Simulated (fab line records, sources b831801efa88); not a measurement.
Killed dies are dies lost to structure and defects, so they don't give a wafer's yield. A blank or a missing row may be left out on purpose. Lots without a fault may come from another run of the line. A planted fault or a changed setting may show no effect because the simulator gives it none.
fab line records | flow sky130
record lots=5 wafers=15 last_day=49
route steps=708 shown LI_CONTACT@376 LOCAL_INTERCONNECT@387 CONTACT@406 PAD_OPEN@708
lots that met no fault: from a run of the same line without faults
start_h: hours from the record's first day to the start of the lot's first wafer shown | wait_h: hours since the lot's step before | " the same as in the row above | L1.1+2: a row that stands for several wafers | - no value, or no start given | * or withheld: withheld | < > ~ a bound
route shown NAME@n: a module of which the file shows steps, and the number in the route of the first | usual: mean/standard deviation of fault-free wafers | same: alike in all rows | chamber/n: place in a boat | sites: the reading at each site | _std_site: their standard deviation | _edge_site: outer sites' mean less inner sites' | radius_mm: how far each site lies from the wafer's centre | mask NAME#n: copy n | behind: the tool/chamber that last shaped the wafer | hold: why the lot was held/for how many hours/how that ended | device: the transistor (n, p or np) that didn't switch | end of line: the same wafers' tests at the end of the route | a step without rows: its recipe alone | killed: dies lost to structure and defects at the first sort, not the wafer's yield | map: a wafer's dies, x killed, . not, _ none there
set.NAME: the setting as run; set.NAME@STEP: as run at that earlier step | model.NAME: the simulator's own value behind a step, which no gauge read
lots at some steps of the route; a table a step, a row a wafer
services: from which hour (start_h, from the record's first day; less than 0 if before it) a tool's chamber was out of use, for how many hours, and why
## steps
# step SKY_LI_CONTACT_ETCH_14
# recipe chemistry=N2/H2 target=BARC ion_energy_ev=200 source_w=500 bias_w=100 pressure_mtorr=30 n2_flow_sccm=100 h2_flow_sccm=200 stop_on=SiO2 time_s=45.9 target_depth_a=600
# step SKY_LI_CONTACT_ETCH_15
# recipe target=PSG chemistry=C4F8/O2/Ar stop_on=Si taper_deg=4.15 mask_material=KrF-thick source_w=1500 bias_w=1200 pressure_mtorr=40 c4f8_flow_sccm=withheld O2_flow_sccm=6 Ar_flow_sccm=300 time_s=withheld target_depth_a=6000
# step SKY_LI_CONTACT_STRIP_16
# recipe chemistry=O2/N2 power_w=1400 pressure_mtorr=1500 platen_temp_c=withheld o2_flow_sccm=3000 n2_flow_sccm=300 overash_fraction=0.5
# step SKY_LI_CONTACT_CLEAN_17
# recipe chemistry=NMP time_s=600 temp_c=60 dry=n2_spin
# step SKY_LI_CONTACT_PRE_CLEAN_18
# recipe gas=Ar time_s=5.6 bias_v=358
# step SKY_LI_CONTACT_SPUTTER_19
# recipe material=Ti target_thk_nm=20 chamber_pressure_pa=5 power_w=2500 substrate_temp_c=200 time_s=106.37
# step SKY_LI_CONTACT_SPUTTER_20
# recipe material=TiN target_thk_nm=20 chamber_pressure_pa=5 power_w=4000 time_s=80
# step SKY_LI_CONTACT_CVD_21
# recipe material=W target_thk_nm=400 time_s=120.56 temp_c=400 pressure_torr=40
# step SKY_LI_CONTACT_CMP_24
# recipe stop_on=PSG t_overpolish_s=20 down_force_psi=3.5 platen_rpm=60 target_thk_nm=0 pad_velocity_m_s=0.94248
# step SKY_LOCAL_INTERCONNECT_SPUTTER_00
# recipe material=TiN target_thk_nm=100 temp_c=300 power_w=6500 time_s=83.3 chamber_pressure_pa=0.4
# usual throttle_valve_pct=30.2/0.77
# columns lot.wafer tool chamber start_h wait_h throttle_valve_pct
L328.2 pvd_sputter-04 - 708.21 0.1 30.1
L328.3 " - " " 29.8
L328.6 " - " " 30.0
L335.1 pvd_sputter-04 - 773.87 0.1 30.4
L335.5 " - " " 29.9
L335.6 " - " " 30.5
L337.1 pvd_sputter-04 - 803.48 0.2 30.4
L337.2 " - " " 30.0
L337.4 " - " " 30.1
L342.1 pvd_sputter-01 - 804.66 0.1 30.0
L342.2 " - " " 30.1
L342.4 " - " " 28.8
L339.3 pvd_sputter-04 - 807.16 0.2 30.2
L339.4 " - " " 30.2
L339.5 " - " " 30.8
# step SKY_LOCAL_INTERCONNECT_DEHYDRATE_03
# recipe temp_c=200 time_s=60
# step SKY_LOCAL_INTERCONNECT_HMDS_04
# recipe prime_time_s=60 prime_temp_c=120
# step SKY_LOCAL_INTERCONNECT_COAT_05
# recipe resist=BARC temp_c=withheld time_s=withheld spin_rpm=3000 resist_thk_nm=60
# step SKY_LOCAL_INTERCONNECT_COAT_06
# recipe resist=KrF-thick spin_rpm=3000 resist_thk_nm=450
# step SKY_LOCAL_INTERCONNECT_SOFTBAKE_07
# recipe temp_c=100 time_s=90 resist=KrF-thick
# step SKY_LOCAL_INTERCONNECT_EXPOSE_08
# recipe mask_id=LI1M na=0.8 source_shape=annular sigma_inner=0.55 sigma_outer=0.85 target_cd_nm=170 dose_mj=28
# step SKY_LOCAL_INTERCONNECT_PEB_09
# recipe peb_temp_c=withheld peb_time_s=withheld resist=KrF-thick
# step SKY_LOCAL_INTERCONNECT_DEVELOP_10
# recipe develop_time_s=60 resist=KrF-thick dev_temp_c=21
# step SKY_LOCAL_INTERCONNECT_ETCH_13
# recipe chemistry=N2/H2 target=BARC ion_energy_ev=200 bias_w=100 pressure_mtorr=30 n2_flow_sccm=100 h2_flow_sccm=200 icp_w=500 stop_on=SiO2 time_s=45.9 target_depth_a=600
# step SKY_LOCAL_INTERCONNECT_METAL_ETCH_14
# recipe target_depth_nm=110 stop_on=PSG chemistry=Cl2/BCl3 target=TiN resist_sidewall_deg=88 pressure_mtorr=10 icp_w=900 bias_w=48.5 Cl2_flow_sccm=60 bcl3_flow_sccm=30 time_s=31.4
# step SKY_LOCAL_INTERCONNECT_STRIP_15
# recipe chemistry=O2/N2 power_w=1400 pressure_mtorr=1500 platen_temp_c=withheld o2_flow_sccm=3000 n2_flow_sccm=300 overash_fraction=0.5
# step SKY_LOCAL_INTERCONNECT_STRIP_16
# recipe chemistry=post_etch_residue_remover time_s=1200 temp_c=72.5
# step SKY_LOCAL_INTERCONNECT_CLEAN_17
# recipe chemistry=IPA time_s=180 temp_c=25
# step SKY_LOCAL_INTERCONNECT_CLEAN_18
# recipe chemistry=O3/DIW dry=n2_spin
# step SKY_CONTACT_CVD_00
# recipe material=Si3N4 target_thk_nm=75 temp_c=400 time_s=withheld rf_w=450
# step SKY_CONTACT_HDPCVD_02
# recipe material=SiO2 target_thk_nm=565 sigma_open_frac=0.3 time_s=94.2 temp_c=600 sih4_flow_sccm=60 pressure_mtorr=6
# step SKY_CONTACT_CMP_04
# recipe material=SiO2 down_force_psi=4 platen_rpm=60 pad_velocity_m_s=0.94248
# step SKY_CONTACT_DEHYDRATE_06
# recipe temp_c=200 time_s=60
# step SKY_CONTACT_HMDS_07
# recipe prime_time_s=60 prime_temp_c=120
# step SKY_CONTACT_COAT_08
# recipe resist=BARC temp_c=withheld time_s=withheld spin_rpm=3000 resist_thk_nm=60
# step SKY_CONTACT_COAT_09
# recipe resist=KrF-thick spin_rpm=3000 resist_thk_nm=450
# step SKY_CONTACT_SOFTBAKE_10
# recipe temp_c=100 time_s=90 resist=KrF-thick
# step SKY_PAD_OPEN_PROBE_99
# usual killed_at_M0_to_M3=44/6.9 killed_at_M4_up=3.3/1.7 killed_at_contacts=24/5.5 killed_at_front_end=16/4.5 killed_at_other=0.2/0.46 killed_dies=87/9.1 killed_on_rim=17/3.6 killed_open=48/7.3 killed_short=39/6.2
# same gross_dies=492 killed_at_back_side=0
# columns lot.wafer tool chamber start_h wait_h killed_at_M0_to_M3 killed_at_M4_up killed_at_contacts killed_at_front_end killed_at_other killed_dies killed_on_rim killed_open killed_short
L328.2 prober-02 - 1098.42 0.1 49 5 19 18 0 91 15 47 44
L328.3 prober-02 - 1098.47 0.2 49 8 30 9 0 96 16 56 40
L328.6 prober-02 - 1098.62 0.2 58 4 25 12 0 99 17 60 39
L335.1 prober-02 - 1146.15 0.1 42 4 46 10 1 103 25 49 33
L335.5 prober-02 - 1146.35 0.2 38 3 66 19 0 126 24 40 36
L335.6 prober-02 - 1146.40 0.2 49 4 68 8 0 129 23 47 35
L337.1 prober-02 - 1165.02 0.1 47 4 37 18 0 106 26 41 44
L337.2 prober-02 - 1165.07 0.1 48 5 64 13 0 130 24 39 43
L337.4 prober-02 - 1165.17 0.2 37 3 66 12 0 118 24 41 31
L342.1 prober-01 - 1169.42 0.1 38 5 24 12 0 79 16 39 40
L342.2 prober-01 - 1169.47 0.1 36 6 35 12 0 89 12 55 34
L342.4 prober-01 - 1169.57 0.2 48 4 18 7 0 77 15 43 34
L339.3 prober-02 - 1170.03 0.2 35 1 58 18 0 112 23 35 34
L339.4 prober-02 - 1170.08 0.2 48 2 67 14 0 131 27 51 33
L339.5 prober-02 - 1170.13 0.2 43 3 54 11 0 111 30 41 48
# killed by level:class
L328.2 VIA1:geometric_particle:open=11 METAL1:geometric_particle:short=9 FIELD_ISO:geometric_particle:open=7 FIELD_ISO:geometric_particle:short=7 CONTACT:geometric_particle:open=7 METAL2:geometric_particle:short=7 VIA2:geometric_particle:open=6 VIA3:geometric_particle:open=6
L328.3 VIA1:geometric_particle:open=21 CONTACT:geometric_particle:open=11 METAL4:geometric_particle:short=8 VIA2:geometric_particle:open=7 LI_CONTACT:geometric_particle:open=5 CONTACT:geometric_particle:short=5 VIA1:geometric_particle:short=5 METAL2:geometric_particle:short=5
L328.6 VIA1:geometric_particle:open=19 LI_CONTACT:geometric_particle:open=9 VIA2:geometric_particle:open=8 CONTACT:geometric_particle:open=7 VIA3:geometric_particle:open=6 VIA1:geometric_particle:short=5 METAL1:geometric_particle:short=5 METAL2:geometric_particle:short=5
L335.1 LOCAL_INTERCONNECT:unspecified=21 VIA1:geometric_particle:open=12 CONTACT:geometric_particle:open=11 LI_CONTACT:geometric_particle:open=7 VIA3:geometric_particle:short=7 VIA3:geometric_particle:open=6 FIELD_ISO:geometric_particle:short=4 METAL1:geometric_particle:short=4
L335.5 LOCAL_INTERCONNECT:unspecified=50 VIA1:geometric_particle:open=12 FIELD_ISO:geometric_particle:short=6 LOCAL_INTERCONNECT:geometric_particle:short=5 CONTACT:geometric_particle:open=5 METAL1:geometric_particle:short=5 VIA3:geometric_particle:open=5 VIA2:geometric_particle:open=5
L335.6 LOCAL_INTERCONNECT:unspecified=47 VIA1:geometric_particle:open=14 CONTACT:geometric_particle:open=7 METAL1:geometric_particle:short=6 VIA3:geometric_particle:open=6 VIA2:geometric_particle:open=6 LOCAL_INTERCONNECT:geometric_particle:short=5 METAL2:geometric_particle:short=5
L337.1 LOCAL_INTERCONNECT:unspecified=21 VIA1:geometric_particle:open=8 POLY_GATE:geometric_particle:short=7 METAL2:geometric_particle:short=7 VIA3:geometric_particle:open=6 CONTACT:geometric_particle:open=5 METAL1:geometric_particle:short=5 VIA3:geometric_particle:short=5
L337.2 LOCAL_INTERCONNECT:unspecified=48 VIA1:geometric_particle:short=9 METAL2:geometric_particle:short=7 VIA1:geometric_particle:open=7 VIA2:geometric_particle:open=6 LI_CONTACT:geometric_particle:open=5 VIA3:geometric_particle:short=5 FIELD_ISO:geometric_particle:open=4
L337.4 LOCAL_INTERCONNECT:unspecified=46 LI_CONTACT:geometric_particle:open=10 VIA1:geometric_particle:open=7 VIA3:geometric_particle:open=7 VIA2:geometric_particle:open=6 METAL1:geometric_particle:short=5 POLY_GATE:geometric_particle:short=4 CONTACT:geometric_particle:open=4
L342.1 CONTACT:geometric_particle:open=9 VIA1:geometric_particle:open=9 VIA2:geometric_particle:open=7 FIELD_ISO:geometric_particle:short=5 LI_CONTACT:geometric_particle:open=5 CONTACT:geometric_particle:short=5 METAL2:geometric_particle:short=5 VIA2:geometric_particle:short=5
L342.2 CONTACT:geometric_particle:open=16 VIA1:geometric_particle:open=10 LI_CONTACT:geometric_particle:open=7 CONTACT:geometric_particle:short=6 METAL1:geometric_particle:short=5 VIA3:geometric_particle:open=5 FIELD_ISO:geometric_particle:open=4 POLY_GATE:geometric_particle:open=4
L342.4 VIA1:geometric_particle:open=15 CONTACT:geometric_particle:open=7 LI_CONTACT:geometric_particle:open=7 METAL3:geometric_particle:short=6 VIA2:geometric_particle:open=5 VIA1:geometric_particle:short=5 METAL1:geometric_particle:short=4 METAL2:geometric_particle:short=4
L339.3 LOCAL_INTERCONNECT:unspecified=43 VIA1:geometric_particle:open=8 VIA3:geometric_particle:open=7 VIA3:geometric_particle:short=6 CONTACT:geometric_particle:short=6 FIELD_ISO:geometric_particle:open=5 FIELD_ISO:geometric_particle:short=4 POLY_GATE:geometric_particle:short=4
L339.4 LOCAL_INTERCONNECT:unspecified=47 VIA1:geometric_particle:open=9 CONTACT:geometric_particle:open=8 METAL2:geometric_particle:short=7 VIA1:geometric_particle:short=6 VIA2:geometric_particle:open=6 VIA3:geometric_particle:open=5 FIELD_ISO:geometric_particle:open=4
L339.5 LOCAL_INTERCONNECT:unspecified=22 CONTACT:geometric_particle:open=10 LI_CONTACT:geometric_particle:open=8 VIA1:geometric_particle:short=8 VIA2:geometric_particle:open=6 LOCAL_INTERCONNECT:geometric_particle:short=6 POLY_GATE:geometric_particle:short=5 VIA2:geometric_particle:short=5
# map L335.6 (x killed, . not)
__________....x....._________
________..x..........._______
______...x.x.....x..xx.._____
_____.x..............x..x____
____...........xx....x..x.___
___...x..x....x.....x.xx...__
__....x..x.x....x.....x...x._
_.......x...............x.x..
_...........x....x.....x.....
_..xx.................xxxxxxx
_...................x..xxxxxx
_.x.....x..x.....x....xxxxxxx
_..x...x.............xxxxxxxx
_.............x......xxxxxxxx
_...xx..x......x..x...xxxxx.x
__x.xx.x....x.x..x...xxxxxxx_
___.....x..xx....x....x...x__
____..xxx...xx.........xx.___
_____.......xx......x....____
______x...x......xx...x._____
________.x...x...x...._______
__________x..x......_________
# map L337.2 (x killed, . not)
__________.........._________
________x.......x...x._______
______.x..xx..x....x...._____
_____x........x..........____
____x...x..x.............x___
___.......x.......x........__
__......x.............x...x._
_.......x.x....x.......x...x.
_x....xxx......x...x.xx..x.x.
_x.x......x....x.x.x..xxxxxx.
_.........x..x...x...xxxxxxxx
_...x.x.....x...x..xxxxxxxxxx
_..xxx.....xx........xxxxxxxx
_.x.........x.......xxxxxxxxx
_..xx.x......x.........xxxxxx
__....x.............x.x.xxx._
___...x...........x...x....__
____......x............x.x___
_____.x.x..xx......xx.x..____
______...........x...x.._____
________.............._______
__________x...x..xx._________
## services
# columns tool chamber start_h hours kind
pvd_sputter-01 2 707.06 - consumable_replace:kit
pvd_sputter-01 2 707.06 18.0 scheduled_down
pvd_sputter-01 2 707.06 18.0 vent_cycle
## key
first_sign step=SKY_PAD_OPEN_PROBE_99 reading=killed_at_contacts direction=up sigmas=6.2 usual=24 struck=58
effect step=SKY_PAD_OPEN_PROBE_99 reading=killed_dies direction=up sigmas=3.4 usual=87 struck=118 wafers_moved=7
met_at SKY_LOCAL_INTERCONNECT_SPUTTER_00
struck_wafers L335.1,L335.5,L335.6,L337.1,L337.2,L337.4,L339.3,L339.4,L339.5
tester_left_out L335,L337,L339
onset_between 708.21 773.87
fault kind=chamber_particle_source tool=pvd_sputter-04 chamber=- onset_h=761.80 steps=SKY_LOCAL_INTERCONNECT_SPUTTER_00 rate_per_visit_cm2=0.78142 end_h=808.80
# tester_left_out: of these lots the tester's yield and bins aren't shown, on N5 and GAA mostly nor the transistor test; their killed dies are dies lost to structure and defects alone, not to doping, threshold or leakage, so they don't give the yield
